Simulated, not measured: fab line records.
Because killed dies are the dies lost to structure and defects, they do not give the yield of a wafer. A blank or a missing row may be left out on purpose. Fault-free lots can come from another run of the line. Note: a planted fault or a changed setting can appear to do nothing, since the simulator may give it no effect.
Code-filled problem report in 8D (eight disciplines) form :: flow sky130 :: the parts of the form that need people (team, actions taken, sign-off) are left out

1. WHAT IS WRONG
LDD_LDN_TW at SKY_LDD_LDN_TW_MEAS_13 reads a mean of 30 on 6 wafers of 2 lots; wafers without a fault read 1475 with a standard deviation of 9.1. So: -99 or more standard deviations from the usual mean.
First observed at day 27 05:12: wafer L588.1, on film_metro-04. Wafers with a number at this step in the record: 42, from 14 lots. Rule for "out" (also "out of limits"): further than 4 standard deviations from the usual mean. All remaining wafers that have a number are taken as sound.

2. WHAT IT IS, WHAT IT ISN'T
question: which readings at this step
is: LDD_LDN_TW
is not: -

question: which lots
is: L588, L589
is not: L578, L580, L582, L585, L590, L592, L593, L595, L596, L598, L599, L600

question: which wafers of those lots
is: all that have a number
is not: -

question: read on which gauges
is: film_metro-03, film_metro-04
is not: film_metro-01

question: when
is: from day 27 05:12
is not: up to then (12 sound wafers); but 24 sound wafers of L590, L592, L593, L595, L596, L598, L599, L600 came after

3. SUSPECTS, AND WHAT RULES EACH OUT
Counting: a tool stays on the suspect list if, at a process step up to the reading, it processed all lots that are out and no sound lot following the first of them.
- the gauge at SKY_LDD_LDN_TW_MEAS_13: ruled out. 2 gauges (film_metro-03, film_metro-04) read the wafers that are out.
- rie_diel-04 at SKY_POLY_GATE_ETCH_16 (etches Si3N4 in CH3F/O2, stops on poly-Si, time 147.5 s, target depth 75 nm): ruled out as a lasting fault. Following L588 (day 20 17:25), the first lot on it that is out, the sound lots L590, L598, L599 were run on it.
- plasma_asher-04 at SKY_LDD_HVP_STRIP_09 (strips in O2/N2): ruled out as a lasting fault. Following L588 (day 25 22:55), the first lot on it that is out, the sound lots L593, L596, L599, L600 were run on it.
Left after counting: nothing in the record.

4. THE CAUSE (what the simulator had put in)
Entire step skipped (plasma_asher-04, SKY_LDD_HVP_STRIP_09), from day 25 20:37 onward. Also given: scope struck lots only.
It was ruled out by counting, in error; the rule expects a fault to strike all lots run on its tool from its start on, and this fault did not.

5. THE CHAIN OF EFFECTS, in route order
One row per reading whose mean, taken over the struck wafers that have a number, lies over 3 standard deviations from the usual. Scope: only readings with a usual standard deviation given in the record; hours: median across lots of the time from each lot's start at the first step in this table that gives one to its start at this step; sigmas: change in usual standard deviations.
hours: 0
step: SKY_LDD_LDN_STRIP_12
reading: strip_time_to_endpoint_s
usual: 14.20 s
on struck wafers: 18.78
change: +4.58
sigmas: +99 or more

hours: 0
step: SKY_LDD_LDN_TW_MEAS_13
reading: LDD_LDN_TW
usual: 1475
on struck wafers: 30
change: -1445
sigmas: -99 or more
Here are the process steps it includes:
- SKY_LDD_LDN_STRIP_12: strips in O2/N2.
Readings that are blank on the struck wafers while sound wafers have them: chamber_pressure_mTorr at SKY_LDD_HVP_STRIP_09; drypump_motor_current_A at SKY_LDD_HVP_STRIP_09; oes_product_au at SKY_LDD_HVP_STRIP_09; strip_time_to_endpoint_s at SKY_LDD_HVP_STRIP_09.

6. HOW IT WOULD HAVE BEEN CAUGHT EARLIER
Counted from the fault's start at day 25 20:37, it took 33 hours until the first out-of-limits reading at a measuring or inspecting step in this record, taken at day 27 05:12.
At SKY_LDD_HVP_STRIP_09 the tool's readings are blank on the struck wafers, where sound wafers have them: an empty tool record is the first sign, and it was there at once.
